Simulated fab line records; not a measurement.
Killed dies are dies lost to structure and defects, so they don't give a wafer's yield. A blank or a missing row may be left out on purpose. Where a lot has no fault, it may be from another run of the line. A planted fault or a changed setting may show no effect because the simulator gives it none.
fab line records | flow gf180mcu | part 2 of 2: steps 25 to 34 of 34
record: lots: 5 wafers: 15 lastDay: 34
route steps=602 shown VT_IMPLANT@116 MVSD@136 NWELL@137 LVPWELL@138 MVPSD@139 DUAL_GATE@141
lots that met no fault: taken from a fault-free run of the same line
startH: start of the lot's first displayed wafer, in hours after the record's first day | waitH: hours from the lot's prior step to this one | " unchanged from the row above | L1.1+2: a row that stands for several wafers | - either no value or no given start | * or withheld: withheld | < > ~ a bound
route shown NAME@n: a module of which the file shows steps, and the number in the route of the first | usual: mean/standard deviation of fault-free wafers | same: alike in all rows | chamber/n: place in a boat | sites: the reading at each site | _std_site: their standard deviation | _edge_site: outer sites' mean less inner sites' | radiusMm: for every site, how far away it sits from the centre of the wafer | mask NAME#n: copy n | behind: the tool/chamber that last shaped the wafer | hold: why the lot went on hold/how many hours it stayed there/how the hold came to an end | device: the transistor (n, p or np) that didn't switch | end of line: tests of these same wafers at the route's end | a step with no rows: only its recipe | killed: count of dies lost to structure and defects at first sort (not the wafer's yield) | map: per-die view of a wafer (x killed, . not killed, _ where there is no die)
set.NAME: the setting as run; set.NAME@STEP: as run at that earlier step | model.NAME: the simulator's own value behind a step, which no gauge read
lots seen at some steps along the route; tables by step, rows by wafer
services: from which hour (startH, from the record's first day; less than 0 if before it) a tool's chamber was out of use, for how many hours, and why
== steps ==
step: GF_VT_IMPLANT_WET_ETCH_50
recipe: chemistry: dHF targetDepthNm: 20 target: SiO2 tempC: 25 dilution: 100:1 timeS: 400
columns lot.wafer tool chamber startH waitH
L074.1+3+5 wetBench-01 2 160.44 0.1
L083.1+2+3 wetBench-01 0 222.74 0.1
L091.3+4+5 wetBench-04 2 275.28 0.1
L093.1+4+5 wetBench-02 3 291.79 0.1
L095.1+2+4 wetBench-02 1 308.38 0.1
step: GF_DUAL_GATE_CLEAN_00
recipe: chemistry: SC1/SC2 mix: 1:4:20 tempC: 70 timeS: 150
usual: bathGuardTempC: 70.2/0.52
columns lot.wafer tool chamber startH waitH bathGuardTempC
L074.1 wetBench-04 0 160.57 0.0 70.2
L074.3 " 0 " " 70.1
L074.5 " 0 " " 70.1
L083.1 wetBench-04 0 222.86 0.0 70.5
L083.2 " 0 " " 70.5
L083.3 " 0 " " 70.4
L091.3 wetBench-01 0 275.40 0.0 69.5
L091.4 " 0 " " 69.4
L091.5 " 0 " " 69.7
L093.1 wetBench-01 3 291.93 0.0 70.0
L093.4 " 3 " " 70.2
L093.5 " 3 " " 69.8
L095.1 wetBench-02 3 308.63 0.1 70.9
L095.2 " 3 " " 70.7
L095.4 " 3 " " 70.4
step: GF_DUAL_GATE_CLEAN_01
recipe: chemistry: dHF timeS: 20 dilution: 100:1 dry: ipaMarangoni
columns lot.wafer tool chamber startH waitH
L074.1+3+5 wetBench-01 2 160.62 0.0
L083.1+2+3 wetBench-01 3 222.91 0.0
L091.3+4+5 wetBench-04 2 275.45 0.0
L093.1+4+5 wetBench-04 0 291.99 0.0
L095.1+2+4 wetBench-01 0 308.74 0.1
step: GF_DUAL_GATE_OXIDATION_02
recipe: tempC: 900 ambient: O2 stabiliseS: 600 purgeS: 300 targetThkA: 108.87 oxTimeS: 1602
usual: zonePowerBottomPct: 25.4/0.59
same: stabiliseS: 600
columns lot.wafer tool chamber startH waitH zonePowerBottomPct
L074.1 furnace-01 0 160.64 0.0 25.1
L074.3 " 0 " " 25.3
L074.5 " 0 " " 24.8
L083.1 furnace-01 0 223.61 0.7 25.1
L083.2 " 0 " " 25.0
L083.3 " 0 " " 24.5
L091.3 furnace-02 0 275.93 0.5 26.7
L091.4 " 0 " " 26.3
L091.5 " 0 " " 25.8
L093.1 furnace-02 0 292.17 0.2 25.7
L093.4 " 0 " " 26.3
L093.5 " 0 " " 25.9
L095.1 furnace-01 0 308.75 0.0 25.1
L095.2 " 0 " " 25.2
L095.4 " 0 " " 25.3
step: GF_DUAL_GATE_THK_MEAS_03
recipe: reads: SiO2_of_DUAL_GATE_OXIDATION_02
usual: DUAL_GATE_OXIDATION_00_THK: 11.13/0.23
columns lot.wafer tool chamber startH waitH DUAL_GATE_OXIDATION_00_THK[nm]
L074.1 filmMetro-01 - 162.08 0.0 11.29
L074.3 " - " " 11.34
L074.5 " - " " 11.31
L083.1 filmMetro-01 - 225.06 0.0 11.26
L083.2 " - " " 11.41
L083.3 " - " " 11.29
L091.3 filmMetro-01 - 277.39 0.0 11.11
L091.4 " - " " 10.97
L091.5 " - " " 10.96
L093.1 filmMetro-02 - 293.62 0.0 11.23
L093.4 " - " " 11.30
L093.5 " - " " 11.43
L095.1 filmMetro-02 - 310.20 0.0 11.04
L095.2 " - " " 11.14
L095.4 " - " " 11.17
step: GF_DUAL_GATE_DEHYDRATE_04
recipe: tempC: 200 timeS: 60
usual: heaterPowerTotalW: 160.36/0.11 resistLineTempC: 22.98/0.091
columns lot.wafer tool chamber startH waitH heaterPowerTotalW resistLineTempC
L074.1 lithoTrack-01 0 169.61 7.5 160.34 23.11
L074.3 " 0 " " 160.38 23.02
L074.5 " 0 " " 160.28 23.09
L083.1 lithoTrack-01 0 233.36 8.3 160.34 23.04
L083.2 " 0 " " 160.50 23.04
L083.3 " 0 " " 160.22 23.06
L091.3 lithoTrack-03 0 286.46 9.1 160.35 22.85
L091.4 " 0 " " 160.46 23.02
L091.5 " 0 " " 160.18 23.00
L093.1 lithoTrack-03 0 304.01 10.4 160.21 23.00
L093.4 " 0 " " 160.52 23.12
L093.5 " 0 " " 160.47 23.01
L095.1 lithoTrack-01 0 320.16 9.9 160.50 22.89
L095.2 " 0 " " 160.27 22.95
L095.4 " 0 " " 160.22 23.04
step: GF_DUAL_GATE_HMDS_05
recipe: primeTimeS: 60 primeTempC: 120
usual: resistLineTempC: 22.99/0.097
columns lot.wafer tool chamber startH waitH resistLineTempC
L074.1 lithoTrack-01 0 169.76 0.1 22.97
L074.3 " 0 " " 23.01
L074.5 " 0 " " 23.04
L083.1 lithoTrack-01 0 233.51 0.1 22.98
L083.2 " 0 " " 23.11
L083.3 " 0 " " 23.09
L091.3 lithoTrack-03 0 286.61 0.1 23.08
L091.4 " 0 " " 23.08
L091.5 " 0 " " 23.18
L093.1 lithoTrack-03 0 304.16 0.1 23.06
L093.4 " 0 " " 22.84
L093.5 " 0 " " 22.91
L095.1 lithoTrack-01 0 320.31 0.1 22.97
L095.2 " 0 " " 22.84
L095.4 " 0 " " 22.89
step: GF_DUAL_GATE_COAT_06
recipe: resist: NOVOLAK spinRpm: 3000 resistThkNm: 1000
usual: resistLineTempC: 23.03/0.11
columns lot.wafer tool chamber startH waitH resistLineTempC
L074.1 lithoTrack-01 0 169.91 0.1 23.07
L074.3 " 0 " " 23.21
L074.5 " 0 " " 23.18
L083.1 lithoTrack-01 0 233.66 0.1 22.97
L083.2 " 0 " " 23.00
L083.3 " 0 " " 22.92
L091.3 lithoTrack-03 0 286.76 0.1 23.07
L091.4 " 0 " " 22.96
L091.5 " 0 " " 23.07
L093.1 lithoTrack-03 0 304.31 0.1 23.19
L093.4 " 0 " " 23.05
L093.5 " 0 " " 23.10
L095.1 lithoTrack-01 0 320.46 0.1 22.81
L095.2 " 0 " " 23.02
L095.4 " 0 " " 23.08
step: GF_DUAL_GATE_SOFTBAKE_07
recipe: tempC: 90 timeS: 60 resist: NOVOLAK
usual: heaterPowerTotalW: 56.59/0.049 resistLineTempC: 23.01/0.093
columns lot.wafer tool chamber startH waitH heaterPowerTotalW resistLineTempC
L074.1 lithoTrack-01 0 170.06 0.1 56.58 23.04
L074.3 " 0 " " 56.62 22.96
L074.5 " 0 " " 56.51 22.88
L083.1 lithoTrack-01 0 233.81 0.1 56.56 23.12
L083.2 " 0 " " 56.55 22.92
L083.3 " 0 " " 56.60 22.87
L091.3 lithoTrack-03 0 286.91 0.1 56.62 22.94
L091.4 " 0 " " 56.62 22.99
L091.5 " 0 " " 56.63 22.85
L093.1 lithoTrack-03 0 304.46 0.1 56.64 23.13
L093.4 " 0 " " 56.59 23.09
L093.5 " 0 " " 56.53 23.13
L095.1 lithoTrack-01 0 320.61 0.1 56.62 23.13
L095.2 " 0 " " 56.50 23.17
L095.4 " 0 " " 56.60 23.05
step: GF_DUAL_GATE_EXPOSE_08
recipe: maskId: Dualgate targetCdNm: 700 na: 0.6 sourceShape: conventional sigmaOuter: 0.6 doseMj: 140
usual: reticleTempC: 23.01/0.1
columns lot.wafer tool chamber startH waitH mask reticleTempC
L074.1 ilineStepper-01 0 - - Dualgate#0 23.00
L074.3 " 0 " " Dualgate#0 23.09
L074.5 " 0 " " Dualgate#0 22.98
L083.1 ilineStepper-02 0 - - Dualgate#0 23.10
L083.2 " 0 " " Dualgate#0 23.02
L083.3 " 0 " " Dualgate#0 23.06
L091.3 ilineStepper-01 0 - - Dualgate#0 23.09
L091.4 " 0 " " Dualgate#0 23.00
L091.5 " 0 " " Dualgate#0 23.12
L093.1 ilineStepper-01 0 - - Dualgate#0 22.89
L093.4 " 0 " " Dualgate#0 22.91
L093.5 " 0 " " Dualgate#0 22.92
L095.1 ilineStepper-01 0 - - Dualgate#0 23.03
L095.2 " 0 " " Dualgate#0 22.98
L095.4 " 0 " " Dualgate#0 23.09
== services ==
columns tool chamber startH hours kind
furnace-02 - 132.35 5.2 repair
furnace-01 - 139.90 8.5 repair
ilineStepper-01 - 156.24 1.7 pm
implanter-02 - 158.57 2.7 repair
implanter-02 - 161.27 13.3 pm
furnace-02 - 179.74 3.1 pm
implanter-02 - 183.77 5.2 repair
furnace-01 - 185.80 4.0 pm
plasmaAsher-02 - 193.91 14.6 pm
plasmaAsher-02 - 217.11 12.2 repair
ilineStepper-02 - 218.61 9.3 repair
ilineStepper-01 0 218.70 - calibration
implanter-02 - 231.83 5.1 pm
ilineStepper-01 - 236.74 2.7 repair
furnace-01 - 237.60 5.7 pm
ilineStepper-01 - 237.91 14.2 repair
wetBench-04 - 245.72 2.0 repair
wetBench-04 - 248.38 1.9 pm
ilineStepper-02 - 267.78 1.7 pm
ilineStepper-02 - 271.13 4.4 pm
plasmaAsher-02 - 277.30 6.2 repair
implanter-02 - 286.75 0.6 repair
wetBench-04 - 302.45 32.4 repair
ilineStepper-01 - 308.12 2.1 pm
